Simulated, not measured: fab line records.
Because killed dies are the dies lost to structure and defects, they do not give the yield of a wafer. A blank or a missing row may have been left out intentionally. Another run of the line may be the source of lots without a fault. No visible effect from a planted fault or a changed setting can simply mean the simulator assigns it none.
Which of the tools did it?    flow gf180mcu    14 lots with 42 wafers sampled at 7 steps, on a route of 602 steps

== WHAT THE GAUGES SHOWED, per wafer ==
GF_HV_LDD_OVL_MEAS_08. Usual: HV_LDD_OVL typically reads 1.1 nm, with standard deviation 1.3.
lot   measured      on          HV_LDD_OVL (nm)  flag
L136  day 10 06:22  overlay-02  0.6 2.4 0.7      
L137  day 10 11:59  overlay-01  0.0 -0.4 -0.3    
L139  day 10 22:40  overlay-02  3.0 3.5 3.2      
L140  day 11 03:32  overlay-01  0.9 1.7 3.1      
L141  day 11 10:58  overlay-02  1.9 2.0 1.2      
L142  day 11 16:05  overlay-01  0.9 -0.1 -0.2    
L143  day 12 04:20  overlay-01  2.6 1.4 2.4      
L144  day 12 14:08  overlay-02  -0.2 2.6 1.6     
L147  day 13 10:57  overlay-01  -0.6 -0.9 -0.8   
L148  day 13 21:35  overlay-01  0.7 0.7 0.8      
L149  day 14 09:08  overlay-02  1.9 4.2 1.2      
L150  day 14 13:20  overlay-02  1.1 -1.7 0.7     
L158  day 16 18:56  overlay-02  1.4 1.6 0.9      
L159  day 17 02:21  overlay-02  3.1 1.6 3.2      

GF_NSD_TW_MEAS_12. Usual: NSD_TW typically reads 4220, with standard deviation 25.
lot   measured      on             NSD_TW          flag
L136  day 13 15:22  film_metro-03  4197 4212 4193  
L137  day 13 22:12  film_metro-01  4165 4197 4176  
L139  day 14 10:55  film_metro-01  4193 4146 4201  
L140  day 14 14:57  film_metro-01  4188 4194 4208  
L141  day 15 00:15  film_metro-03  4256 4232 4260  
L142  day 15 05:02  film_metro-04  4205 4216 4200  
L143  day 15 19:49  film_metro-03  4244 4231 4236  
L144  day 16 06:46  film_metro-01  4205 4188 4195  
L147  day 17 04:25  film_metro-04  4206 4219 4205  
L148  day 17 16:15  film_metro-04  2992 2975 2985  OFF
L149  day 18 05:14  film_metro-03  3010 3019 2996  OFF
L150  day 18 11:21  film_metro-04  4201 4218 4206  
L158  day 20 21:43  film_metro-04  4207 4230 4216  
L159  day 21 04:26  film_metro-01  4240 4227 4246  

GF_PSD_RS_MEAS_14: the measuring method here is four-point-probe. Usual: NSD_RS typically reads 46.09 ohm/sq, with standard deviation 0.092.
lot   measured      on             NSD_RS (ohm/sq)       flag
L136  day 14 12:13  film_metro-04  46.14 46.06 46.13     
L137  day 14 20:03  film_metro-03  46.09 46.09 46.14     
L139  day 15 08:32  film_metro-04  46.15 46.03 46.04     
L140  day 15 12:55  film_metro-01  46.06 45.95 46.02     
L141  day 15 21:50  film_metro-03  46.22 46.09 46.16     
L142  day 16 03:07  film_metro-04  46.11 46.17 46.20     
L143  day 16 19:07  film_metro-01  46.08 46.01 46.08     
L144  day 17 05:28  film_metro-01  46.16 46.08 46.07     
L147  day 18 03:11  film_metro-01  45.89 46.02 45.90     
L148  day 18 15:20  film_metro-04  138.19 138.76 138.22  OFF
L149  day 19 05:48  film_metro-03  138.54 138.28 137.89  OFF
L150  day 19 12:36  film_metro-03  46.15 46.11 46.17     
L158  day 21 22:28  film_metro-03  46.04 46.10 46.08     
L159  day 22 04:22  film_metro-03  46.05 46.18 46.01     

== TOOL THAT RAN EACH LOT (tool first, then ch and the chambers of the sampled wafers, then the start) ==
lot   GF_POLY_GATE_ETCH_12                GF_NSD_IMPLANT_09                GF_NSD_STRIP_11                       GF_PSD_STRIP_10
L136  rie_diel-02 ch 0,1,2, day 9 11:03   implanter-03 ch 0, day 13 15:00  plasma_asher-04 ch 0,1, day 13 15:17  plasma_asher-01 ch 0,1, day 14 11:55
L137  rie_diel-04 ch 0,1,2, day 9 17:26   implanter-03 ch 0, day 13 21:48  plasma_asher-04 ch 0,1, day 13 22:06  plasma_asher-03 ch 0,1, day 14 19:45
L139  rie_diel-04 ch 0,1,2, day 10 02:00  implanter-04 ch 0, day 14 10:32  plasma_asher-04 ch 0,1, day 14 10:48  plasma_asher-01 ch 0,1, day 15 08:14
L140  rie_diel-04 ch 0,1,3, day 10 07:55  implanter-01 ch 0, day 14 14:33  plasma_asher-04 ch 0,1, day 14 14:51  plasma_asher-01 ch 0,1, day 15 12:37
L141  rie_diel-02 ch 0,3, day 10 14:43    implanter-04 ch 0, day 14 23:54  plasma_asher-03 ch 0,1, day 15 00:09  plasma_asher-01 ch 0,1, day 15 21:31
L142  rie_diel-04 ch 0,1, day 10 19:41    implanter-03 ch 0, day 15 04:39  plasma_asher-03 ch 0, day 15 04:55    plasma_asher-02 ch 0,1, day 16 02:48
L143  rie_diel-01 ch 1,2, day 11 07:07    implanter-03 ch 0, day 15 19:25  plasma_asher-03 ch 0,1, day 15 19:43  plasma_asher-02 ch 0,1, day 16 18:49
L144  rie_diel-02 ch 0,1, day 11 14:55    implanter-03 ch 0, day 16 06:22  plasma_asher-03 ch 0,1, day 16 06:40  plasma_asher-02 ch 0,1, day 17 05:11
L147  rie_diel-01 ch 1,2, day 12 11:26    implanter-03 ch 0, day 17 04:02  plasma_asher-03 ch 1, day 17 04:18    plasma_asher-02 ch 0,1, day 18 02:53
L148  rie_diel-04 ch 1,2, day 12 21:46    implanter-03, day 17 15:51       plasma_asher-02 ch 0,1, day 17 16:09  plasma_asher-01 ch 0,1, day 18 14:57
L149  rie_diel-02 ch 1,3, day 13 10:41    implanter-04, day 18 04:50       plasma_asher-03 ch 0,1, day 18 05:07  plasma_asher-01 ch 0,1, day 19 05:29
L150  rie_diel-02 ch 0,1, day 13 14:07    implanter-03 ch 0, day 18 10:57  plasma_asher-03 ch 0,1, day 18 11:15  plasma_asher-02 ch 0,1, day 19 12:18
L158  rie_diel-02 ch 0,1,3, day 15 18:24  implanter-01 ch 0, day 20 21:20  plasma_asher-02 ch 0,1, day 20 21:36  plasma_asher-01 ch 0,1, day 21 22:06
L159  rie_diel-02 ch 1,2,3, day 16 01:00  implanter-03 ch 0, day 21 04:04  plasma_asher-03 ch 0,1, day 21 04:21  plasma_asher-02 ch 0,1, day 22 04:01
- GF_POLY_GATE_ETCH_12: etches BARC in N2/H2.
- GF_NSD_IMPLANT_09
- GF_NSD_STRIP_11: strips in O2/N2.
- GF_PSD_STRIP_10: strips in O2/N2.

== AS READ BY THE TOOLS THEMSELVES (means over the sampled wafers that have a number; for cases with no such wafer, the mark the record gives instead) ==
GF_POLY_GATE_ETCH_12. Usual: drypump_motor_current_A 5.4 A, standard deviation 0.38; oes_product_au 0.736 a.u., standard deviation 0.0052; throttle_valve_pct 13.213 %, standard deviation 0.0092.
lot   tool         drypump_motor_current_A (A)  oes_product_au (a.u.)  throttle_valve_pct (%)  flag
L136  rie_diel-02  5.5                          0.736                  13.210                  
L137  rie_diel-04  5.2                          0.740                  13.205                  
L139  rie_diel-04  5.3                          0.736                  13.220                  
L140  rie_diel-04  5.1                          0.735                  13.215                  
L141  rie_diel-02  5.4                          0.734                  13.211                  
L142  rie_diel-04  5.2                          0.734                  13.224                  
L143  rie_diel-01  5.8                          0.734                  13.214                  
L144  rie_diel-02  5.3                          0.733                  13.219                  
L147  rie_diel-01  6.3                          0.735                  13.212                  
L148  rie_diel-04  5.3                          0.728                  13.215                  
L149  rie_diel-02  5.5                          0.736                  13.217                  
L150  rie_diel-02  5.3                          0.738                  13.213                  
L158  rie_diel-02  5.4                          0.737                  13.215                  
L159  rie_diel-02  5.5                          0.735                  13.208                  

GF_NSD_IMPLANT_09. Usual: beam_energy_keV 59.997, standard deviation 0.019; beam_on_s 18.4 s, standard deviation 2.
lot   tool          beam_energy_keV  beam_on_s (s)  flag
L136  implanter-03  59.987           20.1           
L137  implanter-03  59.988           20.2           
L139  implanter-04  60.010           15.8           
L140  implanter-01  60.002           20.3           
L141  implanter-04  59.982           16.2           
L142  implanter-03  59.975           19.7           
L143  implanter-03  60.012           19.6           
L144  implanter-03  59.989           20.0           
L147  implanter-03  60.014           20.1           
L148  implanter-03  -                -              OFF
L149  implanter-04  -                -              OFF
L150  implanter-03  60.021           20.0           
L158  implanter-01  60.004           20.3           
L159  implanter-03  60.006           20.0           

GF_NSD_STRIP_11. Usual: drypump_motor_current_A 5.7 A, standard deviation 0.61; heater_power_w 341 W, standard deviation 18; oes_product_au 0.487 a.u., standard deviation 0.005; platen_temp_c 250.00 C, standard deviation 0.14; strip_time_to_endpoint_s 22.964 s, standard deviation 0.03.
lot   tool             drypump_motor_current_A (A)  heater_power_w (W)  oes_product_au (a.u.)  platen_temp_c (C)  strip_time_to_endpoint_s (s)  flag
L136  plasma_asher-04  5.8                          351                 0.489                  250.12             22.933                        
L137  plasma_asher-04  5.8                          337                 0.482                  250.08             22.923                        
L139  plasma_asher-04  5.8                          345                 0.486                  250.05             22.974                        
L140  plasma_asher-04  5.8                          334                 0.486                  250.14             22.943                        
L141  plasma_asher-03  5.5                          337                 0.484                  250.03             22.929                        
L142  plasma_asher-03  5.9                          327                 0.485                  249.83             22.932                        
L143  plasma_asher-03  5.5                          342                 0.479                  250.09             23.007                        
L144  plasma_asher-03  5.0                          351                 0.491                  250.13             22.963                        
L147  plasma_asher-03  4.6                          352                 0.488                  250.09             22.949                        
L148  plasma_asher-02  6.4                          331                 0.706                  250.05             12.822                        OFF
L149  plasma_asher-03  5.5                          340                 0.712                  250.06             12.797                        OFF
L150  plasma_asher-03  5.0                          352                 0.489                  250.14             22.960                        
L158  plasma_asher-02  6.4                          332                 0.490                  249.87             22.968                        
L159  plasma_asher-03  5.0                          346                 0.485                  249.95             22.983                        

GF_PSD_STRIP_10. Usual: drypump_motor_current_A 5.8 A, standard deviation 0.64; heater_power_w 332 W, standard deviation 21; oes_product_au 0.593 a.u., standard deviation 0.0044; platen_temp_c 250.02 C, standard deviation 0.17; strip_time_to_endpoint_s 16.54 s, standard deviation 0.034.
lot   tool             drypump_motor_current_A (A)  heater_power_w (W)  oes_product_au (a.u.)  platen_temp_c (C)  strip_time_to_endpoint_s (s)  flag
L136  plasma_asher-01  5.5                          320                 0.596                  249.96             16.51                         
L137  plasma_asher-03  5.5                          338                 0.594                  249.99             16.54                         
L139  plasma_asher-01  5.5                          320                 0.595                  249.81             16.57                         
L140  plasma_asher-01  5.9                          315                 0.593                  250.04             16.52                         
L141  plasma_asher-01  5.9                          315                 0.593                  250.22             16.57                         
L142  plasma_asher-02  6.1                          351                 0.593                  249.86             16.56                         
L143  plasma_asher-02  6.1                          347                 0.588                  250.14             16.57                         
L144  plasma_asher-02  6.1                          345                 0.594                  250.16             16.54                         
L147  plasma_asher-02  6.1                          347                 0.593                  249.95             16.49                         
L148  plasma_asher-01  5.9                          313                 0.594                  249.93             16.53                         
L149  plasma_asher-01  5.6                          324                 0.593                  249.78             16.53                         
L150  plasma_asher-02  6.4                          326                 0.591                  249.99             16.51                         
L158  plasma_asher-01  5.9                          314                 0.595                  250.05             16.54                         
L159  plasma_asher-02  6.4                          332                 0.597                  250.21             16.48                         

== THE ANSWER, worked out from the rows above alone ==
Rule: a lot counts as off when the mean over its wafers that have a number is more than 3 standard deviations away from the usual mean. Also off: a lot with no number at a reading for which 4 or more lots have one. Any other lot the step has rows for is counted as sound. After the gauges, taken in route order, come the tools' own readings; for these a lot's mean is taken, as printed above. The first step at which some lot is off is used, and at that step the reading that is off furthest; a lot without a number counts as furthest.
Off: L148, L149, seen at GF_NSD_TW_MEAS_12 (NSD_TW).
A tool fits if, at a process step before that reading, it ran every lot that is off, and no sound lot after the first of them. The gauges at GF_NSD_TW_MEAS_12 aren't tried: what is off there is off at GF_NSD_IMPLANT_09 too, on other tools, and a gauge's error can't cause that. None of those tried fits.

== WHAT WAS PUT IN BY THE SIMULATOR ==
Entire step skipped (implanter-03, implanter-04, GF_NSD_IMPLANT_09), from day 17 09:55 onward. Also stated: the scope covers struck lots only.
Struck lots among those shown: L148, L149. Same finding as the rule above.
